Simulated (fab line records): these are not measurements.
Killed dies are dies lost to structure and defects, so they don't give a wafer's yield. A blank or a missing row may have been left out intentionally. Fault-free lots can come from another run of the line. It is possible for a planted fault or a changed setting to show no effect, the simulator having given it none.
Which tool did it?	flow sky130	15 lots with 45 wafers sampled at 5 steps, on a route of 708 steps

## WHAT THE GAUGES READ, wafer by wafer
SKY_FIELD_ISO_BOW_MEAS_00. Usual: INCOMING_BOW 0 um, standard deviation 5.7.
lot	measured	on	INCOMING_BOW (um)	flag
L540	day 1 15:00	film metro-01	8 15 -6	
L541	day 1 20:04	film metro-03	10 -1 -14	
L542	day 2 01:02	film metro-03	-10 -1 -2	
L543	day 2 06:00	film metro-03	6 1 0	
L544	day 2 11:00	film metro-01	7 -6 16	
L545	day 2 16:00	film metro-01	-5 -1 -6	
L547	day 3 02:00	film metro-01	2 2 -6	
L548	day 3 07:02	film metro-01	5 0 2	
L555	day 4 18:01	film metro-01	1 -7 0	
L556	day 4 23:01	film metro-01	0 5 8	
L557	day 5 04:00	film metro-02	-3 -2 -6	
L558	day 5 09:02	film metro-03	4 -12 -1	
L559	day 5 14:00	film metro-01	-9 0 4	
L560	day 5 19:01	film metro-01	3 2 -3	
L562	day 6 05:02	film metro-01	6 -7 7	

SKY_DNWELL_TW_MEAS_09. Usual: DNWELL_TW 1107, standard deviation 11.
lot	measured	on	DNWELL_TW	flag
L540	day 3 12:39	film metro-03	1094 1092 1100	
L541	day 4 01:44	film metro-04	1119 1114 1121	
L542	day 4 01:16	film metro-04	1114 1118 1121	
L543	day 4 08:11	film metro-04	1118 1123 1120	
L544	day 4 10:03	film metro-01	1097 1101 1107	
L545	day 4 14:45	film metro-01	1097 1098 1104	
L547	day 5 05:50	film metro-01	1104 1098 1102	
L548	day 5 10:19	film metro-03	1092 1098 1095	
L555	day 7 02:06	film metro-01	30 30 30	OFF
L556	day 7 08:04	film metro-04	30 30 30	OFF
L557	day 7 13:00	film metro-01	30 30 30	OFF
L558	day 7 16:07	film metro-01	1095 1093 1095	
L559	day 7 22:41	film metro-01	1099 1105 1096	
L560	day 8 00:09	film metro-04	1118 1113 1118	
L562	day 8 14:49	film metro-01	1111 1109 1113	

## WHAT TOOL EACH LOT RAN ON (gives the tool, then ch and the chambers of the sampled wafers, and finally the start)
lot	SKY_FIELD_ISO_ETCH_17	SKY_FIELD_ISO_CMP_27	SKY_DNWELL_DEVELOP_06
L540	rie si-02 ch 0,2,3, day 2 13:49	cmp-02 ch 0,3, day 2 17:04	litho track-04 ch 0, day 3 12:00
L541	rie si-02 ch 1,2,3, day 2 20:01	cmp-01 ch 0,1, day 3 05:47	litho track-04 ch 0, day 4 01:00
L542	rie si-01 ch 0,1, day 2 23:28	cmp-02 ch 0,1,2, day 3 05:53	litho track-02 ch 0, day 4 00:00
L543	rie si-01 ch 0,1,3, day 3 03:33	cmp-02 ch 1,3, day 3 11:41	litho track-02 ch 0, day 4 07:00
L544	rie si-02 ch 1,2,3, day 3 06:57	cmp-02 ch 0,1,2, day 3 13:20	litho track-03 ch 0, day 4 09:00
L545	rie si-01 ch 0,2,3, day 3 13:25	cmp-01 ch 1,2,3, day 3 19:06	litho track-04 ch 0, day 4 14:00
L547	rie si-01 ch 1,3, day 4 00:28	cmp-02 ch 0,2, day 4 08:07	litho track-02 ch 0, day 5 05:00
L548	rie si-01 ch 1,2, day 4 06:34	cmp-02 ch 1,3, day 4 12:22	litho track-04 ch 0, day 5 09:00
L555	rie si-01 ch 1,2, day 5 18:10	cmp-01 ch 0,1,2, day 5 23:20	litho track-04, day 7 01:00
L556	rie si-02 ch 0,2, day 5 22:06	cmp-02 ch 0,1,3, day 6 07:55	litho track-03, day 7 07:00
L557	rie si-01 ch 1,2, day 6 02:07	cmp-01 ch 0,2, day 6 12:14	litho track-03, day 7 12:00
L558	rie si-02 ch 0,1,3, day 6 08:43	cmp-02 ch 0,2,3, day 6 18:06	litho track-04 ch 0, day 7 15:00
L559	rie si-02 ch 0,3, day 6 15:04	cmp-01 ch 0,2, day 6 22:10	litho track-02 ch 0, day 7 22:00
L560	rie si-01 ch 1,2,3, day 6 18:58	cmp-02 ch 0,1,3, day 7 01:08	litho track-02 ch 0, day 7 23:00
L562	rie si-01 ch 0,2,3, day 7 05:46	cmp-02 ch 0,3, day 7 13:40	litho track-04 ch 0, day 8 14:00
- SKY_FIELD_ISO_ETCH_17: etches Si in HBr/Cl2/O2, target depth 342 nm, time 97.7 s.
- SKY_FIELD_ISO_CMP_27: polishes, stops on Si3N4, t overpolish 16 s, target thk 457.8 nm.
- SKY_DNWELL_DEVELOP_06: develop time 60 s.

## AS READ BY THE TOOLS THEMSELVES (means over the sampled wafers that have a number; for cases with no such wafer, the mark the record gives instead)
SKY_FIELD_ISO_ETCH_17. Usual: HBr_flow_sccm 150.0 sccm, standard deviation 0.41; drypump motor current A 5.6 A, standard deviation 0.44; oes product au 1.001 a.u., standard deviation 0.01; throttle valve pct 25.655 %, standard deviation 0.01.
lot	tool	HBr_flow_sccm (sccm)	drypump motor current A (A)	oes product au (a.u.)	throttle valve pct (%)	flag
L540	rie si-02	149.9	5.6	0.998	25.651	
L541	rie si-02	149.8	5.8	1.001	25.654	
L542	rie si-01	150.7	5.7	0.999	25.661	
L543	rie si-01	150.0	5.8	1.003	25.663	
L544	rie si-02	149.9	5.8	1.001	25.649	
L545	rie si-01	150.3	5.6	1.002	25.649	
L547	rie si-01	150.0	6.1	0.994	25.658	
L548	rie si-01	149.8	5.4	0.999	25.657	
L555	rie si-01	150.2	5.4	1.009	25.655	
L556	rie si-02	150.1	5.5	0.995	25.671	
L557	rie si-01	149.9	5.6	1.003	25.659	
L558	rie si-02	150.0	5.4	1.004	25.642	
L559	rie si-02	149.9	5.2	0.992	25.654	
L560	rie si-01	150.1	5.7	1.005	25.649	
L562	rie si-01	150.1	5.7	0.998	25.658	

SKY_FIELD_ISO_CMP_27. Usual: motor current A 12.0 A, standard deviation 1.1; overpolish run s 16.002 s, standard deviation 0.0094; time to endpoint s 115 s, standard deviation 4.1.
lot	tool	motor current A (A)	overpolish run s (s)	time to endpoint s (s)	flag
L540	cmp-02	11.9	16.002	116	
L541	cmp-01	11.3	16.011	116	
L542	cmp-02	12.2	16.010	120	
L543	cmp-02	12.4	15.986	117	
L544	cmp-02	12.6	15.988	121	
L545	cmp-01	11.0	16.005	118	
L547	cmp-02	11.9	16.006	111	
L548	cmp-02	12.4	16.003	116	
L555	cmp-01	11.0	16.003	114	
L556	cmp-02	12.3	15.996	113	
L557	cmp-01	10.5	16.007	115	
L558	cmp-02	12.1	15.999	112	
L559	cmp-01	11.4	16.003	112	
L560	cmp-02	12.0	16.001	117	
L562	cmp-02	12.0	16.007	115	

SKY_DNWELL_DEVELOP_06. Usual: chill plate temp C 23.01 C, standard deviation 0.091; exhaust pa 44.9 Pa, standard deviation 0.81.
lot	tool	chill plate temp C (C)	exhaust pa (Pa)	flag
L540	litho track-04	23.04	45.9	
L541	litho track-04	22.83	44.2	
L542	litho track-02	23.09	45.4	
L543	litho track-02	23.03	44.4	
L544	litho track-03	23.05	45.0	
L545	litho track-04	23.08	45.4	
L547	litho track-02	23.01	45.6	
L548	litho track-04	23.07	44.5	
L555	litho track-04	-	-	OFF
L556	litho track-03	-	-	OFF
L557	litho track-03	-	-	OFF
L558	litho track-04	23.13	44.1	
L559	litho track-02	22.92	43.7	
L560	litho track-02	23.02	45.0	
L562	litho track-04	23.03	45.5	

## THE ANSWER, worked out from the rows above alone
Rule: lot off if the mean of its wafers having a number is beyond 3 standard deviations from the usual mean. Also off: a lot with no number at a reading for which 4 or more lots have one. Where the step has rows for the other lots, those lots are counted as sound. After the gauges, taken in route order, come the tools' own readings; for these a lot's mean is taken, as printed above. At the first step where some lot is off, the reading lying furthest off is the one used; lots without a number count as furthest.
Off: at SKY_DNWELL_TW_MEAS_09 (DNWELL_TW), L555, L556, L557.
A tool fits if, at a process step before that reading, it ran every lot that is off, and no sound lot after the first of them. Not tried: the gauges at SKY_DNWELL_TW_MEAS_09; whatever is off there is also off at SKY_DNWELL_DEVELOP_06, on other tools, and gauge error can't account for it. None of those tried fits.

## WHAT WAS PUT IN BY THE SIMULATOR
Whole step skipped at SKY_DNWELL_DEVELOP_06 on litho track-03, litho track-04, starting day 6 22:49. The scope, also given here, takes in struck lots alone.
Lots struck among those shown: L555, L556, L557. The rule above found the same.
